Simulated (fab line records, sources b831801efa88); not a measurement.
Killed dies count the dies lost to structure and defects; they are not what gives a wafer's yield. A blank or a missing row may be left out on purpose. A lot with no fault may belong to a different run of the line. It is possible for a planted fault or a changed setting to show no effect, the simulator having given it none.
Chamber matching	flow sfq_line	SFQ_TRILAYER_I4_CMP_CMP_100 on cmp-01 has 4 sister chambers
The step polishes SiO2. 4 wafers are shown with their chamber, then 9 later ones without.

## WAFERS WITH THEIR CHAMBER
wafer	chamber	motor_current_A (A)
L686.5	1	9.0
L696.1	2	9.5
L696.5	0	9.6
L696.6	3	11.1

## WAFERS WITHOUT THEIR CHAMBER
wafer	motor_current_A (A)
L697.4	8.6
L697.1	9.6
L697.6	10.1
L698.1	10.2
L698.3	9.8
L698.5	9.4
L701.1	8.8
L701.3	9.5
L701.5	9.2

## THE CHAMBER EACH PASSED THROUGH
wafer	from the rows above	in truth
L697.4	can't be placed: 1 or 2 or 0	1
L697.1	can't be placed: 0 or 2 or 1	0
L697.6	can't be placed: 0 or 2 or 3 or 1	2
L698.1	can't be placed: 0 or 2 or 3 or 1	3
L698.3	can't be placed: 0 or 2 or 1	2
L698.5	can't be placed: 2 or 0 or 1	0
L701.1	can't be placed: 1 or 2 or 0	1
L701.3	can't be placed: 2 or 0 or 1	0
L701.5	can't be placed: 1 or 2 or 0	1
Correctly placed: 0 of 9. Not placeable from these rows: 9 (in 9, the candidates include the true chamber). Number placed wrongly: 0.
How it was worked out, from the rows above alone: a wafer's distance from a chamber is the root of the sum, over the readings, of the square of ((its reading less the chamber's mean) divided by the reading's scatter). The wafer belongs to the nearest chamber; if the next one is less than 2 further off, it can't be placed. For every chamber, the mean is computed from those of its wafers that are shown. The scatter: with one shown wafer a chamber, the root of the mean of the squares of how far each hidden wafer lies from its nearest shown one.
